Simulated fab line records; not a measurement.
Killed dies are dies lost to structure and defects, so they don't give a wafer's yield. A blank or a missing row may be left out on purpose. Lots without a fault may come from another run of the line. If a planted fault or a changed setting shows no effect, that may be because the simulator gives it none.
Shared-tool check / flow gf180mcu / 39 wafers sampled across 12 lots

## REASON IT WAS OPENED
1 of 12 lots carry a flag on the reading POLY_GATE_CVD_00_THK at GF_POLY_GATE_THK_MEAS_01. Fault-free wafers read 199.5 nm, with a standard deviation of 1.7.
Rule: a lot is flagged when every wafer of it that has a number lies more than 4 standard deviations from that mean, or none has a number. The other lots count as sound.

lot=L203; measured=day 8 17:38; on=film_metro-04; POLY_GATE_CVD_00_THK (nm), wafer by wafer=199.7 198.6 200.6; flag=
lot=L204; measured=day 9 14:44; on=film_metro-02; POLY_GATE_CVD_00_THK (nm), wafer by wafer=202.5 203.0 202.3; flag=
lot=L210; measured=day 10 18:24; on=film_metro-03; POLY_GATE_CVD_00_THK (nm), wafer by wafer=267.4 266.6 266.1 267.2 266.6 266.1; flag=FLAGGED
lot=L211; measured=day 11 02:12; on=film_metro-04; POLY_GATE_CVD_00_THK (nm), wafer by wafer=197.7 199.6 198.4; flag=
lot=L215; measured=day 12 07:29; on=film_metro-04; POLY_GATE_CVD_00_THK (nm), wafer by wafer=197.5 196.6 198.2; flag=
lot=L217; measured=day 12 16:58; on=film_metro-03; POLY_GATE_CVD_00_THK (nm), wafer by wafer=200.0 199.8 201.1; flag=
lot=L219; measured=day 13 08:14; on=film_metro-03; POLY_GATE_CVD_00_THK (nm), wafer by wafer=198.2 196.6 196.6; flag=
lot=L220; measured=day 13 16:13; on=film_metro-02; POLY_GATE_CVD_00_THK (nm), wafer by wafer=199.3 199.7 199.8; flag=
lot=L221; measured=day 13 22:34; on=film_metro-03; POLY_GATE_CVD_00_THK (nm), wafer by wafer=200.6 201.9 201.5; flag=
lot=L222; measured=day 14 05:41; on=film_metro-03; POLY_GATE_CVD_00_THK (nm), wafer by wafer=200.0 199.1 198.1; flag=
lot=L223; measured=day 14 11:57; on=film_metro-03; POLY_GATE_CVD_00_THK (nm), wafer by wafer=199.9 197.9 200.2; flag=
lot=L224; measured=day 14 21:31; on=film_metro-04; POLY_GATE_CVD_00_THK (nm), wafer by wafer=200.9 200.3 201.9; flag=
The mean of the flagged lots' numbers is 266.7 nm, +67.2 nm from the usual (+40 standard deviations).

## EACH LOT AND THE TOOL IT RAN ON
Before the reading, the record contains 3 process steps out of a 602-step route. Each cell gives the tool, then ch followed by the chambers the sampled wafers passed through, then the start.
lot=L203; flag=; GF_VT_IMPLANT_STRIP_31=plasma_asher-04 ch 0,1, day 7 02:41; GF_VT_IMPLANT_STRIP_42=plasma_asher-02 ch 0,1, day 7 19:22; GF_POLY_GATE_CVD_00=lpcvd-02 ch 1, day 8 16:17
lot=L204; flag=; GF_VT_IMPLANT_STRIP_31=plasma_asher-04 ch 0, day 7 13:20; GF_VT_IMPLANT_STRIP_42=plasma_asher-02 ch 1, day 8 05:27; GF_POLY_GATE_CVD_00=lpcvd-01 ch 1, day 9 13:23
lot=L210; flag=FLAGGED; GF_VT_IMPLANT_STRIP_31=plasma_asher-03 ch 0,1, day 9 04:20; GF_VT_IMPLANT_STRIP_42=plasma_asher-03 ch 0,1, day 9 19:10; GF_POLY_GATE_CVD_00=lpcvd-01 ch 1, day 10 17:03
lot=L211; flag=; GF_VT_IMPLANT_STRIP_31=plasma_asher-02 ch 0,1, day 9 10:02; GF_VT_IMPLANT_STRIP_42=plasma_asher-04 ch 0,1, day 10 02:38; GF_POLY_GATE_CVD_00=lpcvd-02 ch 1, day 11 00:51
lot=L215; flag=; GF_VT_IMPLANT_STRIP_31=plasma_asher-03 ch 0,1, day 10 10:17; GF_VT_IMPLANT_STRIP_42=plasma_asher-03 ch 0,1, day 11 04:23; GF_POLY_GATE_CVD_00=lpcvd-02 ch 0, day 12 06:08
lot=L217; flag=; GF_VT_IMPLANT_STRIP_31=plasma_asher-04 ch 0,1, day 10 22:14; GF_VT_IMPLANT_STRIP_42=plasma_asher-04 ch 0,1, day 11 16:32; GF_POLY_GATE_CVD_00=lpcvd-02 ch 0, day 12 15:37
lot=L219; flag=; GF_VT_IMPLANT_STRIP_31=plasma_asher-04 ch 0,1, day 11 11:49; GF_VT_IMPLANT_STRIP_42=plasma_asher-02 ch 0,1, day 12 06:37; GF_POLY_GATE_CVD_00=lpcvd-02 ch 0, day 13 06:53
lot=L220; flag=; GF_VT_IMPLANT_STRIP_31=plasma_asher-04 ch 0,1, day 11 17:47; GF_VT_IMPLANT_STRIP_42=plasma_asher-03 ch 0,1, day 12 12:56; GF_POLY_GATE_CVD_00=lpcvd-01 ch 1, day 13 14:52
lot=L221; flag=; GF_VT_IMPLANT_STRIP_31=plasma_asher-03 ch 0,1, day 11 23:23; GF_VT_IMPLANT_STRIP_42=plasma_asher-04 ch 0,1, day 12 19:08; GF_POLY_GATE_CVD_00=lpcvd-01 ch 1, day 13 21:14
lot=L222; flag=; GF_VT_IMPLANT_STRIP_31=plasma_asher-04 ch 0, day 12 07:59; GF_VT_IMPLANT_STRIP_42=plasma_asher-04 ch 0,1, day 13 03:17; GF_POLY_GATE_CVD_00=lpcvd-01 ch 0, day 14 04:20
lot=L223; flag=; GF_VT_IMPLANT_STRIP_31=plasma_asher-02 ch 1, day 12 12:40; GF_VT_IMPLANT_STRIP_42=plasma_asher-03 ch 0,1, day 13 08:38; GF_POLY_GATE_CVD_00=lpcvd-02 ch 0, day 14 10:37
lot=L224; flag=; GF_VT_IMPLANT_STRIP_31=plasma_asher-04 ch 0,1, day 12 21:05; GF_VT_IMPLANT_STRIP_42=plasma_asher-04 ch 0,1, day 13 17:41; GF_POLY_GATE_CVD_00=lpcvd-02 ch 1, day 14 20:10
What these steps do:
- GF_VT_IMPLANT_STRIP_31: strips in O2/N2.
- GF_VT_IMPLANT_STRIP_42: strips in O2/N2.
- GF_POLY_GATE_CVD_00: deposits poly-Si, target thk 200 nm, time 1200 s.
- GF_POLY_GATE_THK_MEAS_01

## FLAGGED OVER TOTAL, TOOL BY TOOL (the gauges that took the reading come last)
step=GF_VT_IMPLANT_STRIP_31; tool=plasma_asher-02; lots run=2; flagged=0; share of the flagged lots=none; sound lots run after its first flagged lot=-
step=GF_VT_IMPLANT_STRIP_31; tool=plasma_asher-03; lots run=3; flagged=1; share of the flagged lots=all; sound lots run after its first flagged lot=2 (L215,L221)
step=GF_VT_IMPLANT_STRIP_31; tool=plasma_asher-04; lots run=7; flagged=0; share of the flagged lots=none; sound lots run after its first flagged lot=-
step=GF_VT_IMPLANT_STRIP_42; tool=plasma_asher-02; lots run=3; flagged=0; share of the flagged lots=none; sound lots run after its first flagged lot=-
step=GF_VT_IMPLANT_STRIP_42; tool=plasma_asher-03; lots run=4; flagged=1; share of the flagged lots=all; sound lots run after its first flagged lot=3 (L215,L220,L223)
step=GF_VT_IMPLANT_STRIP_42; tool=plasma_asher-04; lots run=5; flagged=0; share of the flagged lots=none; sound lots run after its first flagged lot=-
step=GF_POLY_GATE_CVD_00; tool=lpcvd-01; lots run=5; flagged=1; share of the flagged lots=all; sound lots run after its first flagged lot=3 (L220,L221,L222)
step=GF_POLY_GATE_CVD_00; tool=lpcvd-02; lots run=7; flagged=0; share of the flagged lots=none; sound lots run after its first flagged lot=-
step=GF_POLY_GATE_THK_MEAS_01; tool=film_metro-02; lots run=2; flagged=0; share of the flagged lots=none; sound lots run after its first flagged lot=-
step=GF_POLY_GATE_THK_MEAS_01; tool=film_metro-03; lots run=6; flagged=1; share of the flagged lots=all; sound lots run after its first flagged lot=5 (L217,L219,L221,L222,L223)
step=GF_POLY_GATE_THK_MEAS_01; tool=film_metro-04; lots run=4; flagged=0; share of the flagged lots=none; sound lots run after its first flagged lot=-

## THE TABLE: WHAT IT ALLOWS
4 rows of the table ran every flagged lot: plasma_asher-03 at GF_VT_IMPLANT_STRIP_31, plasma_asher-03 at GF_VT_IMPLANT_STRIP_42, lpcvd-01 at GF_POLY_GATE_CVD_00, film_metro-03 at GF_POLY_GATE_THK_MEAS_01.
- plasma_asher-03 at GF_VT_IMPLANT_STRIP_31 ran 3 lots, 1 of them flagged. Lots that were sound ran on it after the first flagged one (L215, L221); a persistent fault on the entire tool would not allow that.
- plasma_asher-03 at GF_VT_IMPLANT_STRIP_42 ran 4 lots, 1 of them flagged. Lots that were sound ran on it after the first flagged one (L215, L220, L223); a persistent fault on the entire tool would not allow that.
- lpcvd-01 at GF_POLY_GATE_CVD_00 ran 5 lots, 1 of them flagged. Lots that were sound ran on it after the first flagged one (L220, L221, L222); a persistent fault on the entire tool would not allow that. Its own readings (spike_tc_centre_C, spike_tc_lower_C, spike_tc_top_C, spike_tc_upper_C, susceptor_temp_C) fall more than 4 standard deviations out on all wafers of the flagged lots.
- film_metro-03 at GF_POLY_GATE_THK_MEAS_01 ran 6 lots, 1 of them flagged. Lots that were sound ran on it after the first flagged one (L217, L219, L221, L222, L223); a persistent fault on the entire tool would not allow that.
None of the table's rows ran every flagged lot and, after the first, no sound lot.

## WHAT THE SIMULATOR HAD INSERTED
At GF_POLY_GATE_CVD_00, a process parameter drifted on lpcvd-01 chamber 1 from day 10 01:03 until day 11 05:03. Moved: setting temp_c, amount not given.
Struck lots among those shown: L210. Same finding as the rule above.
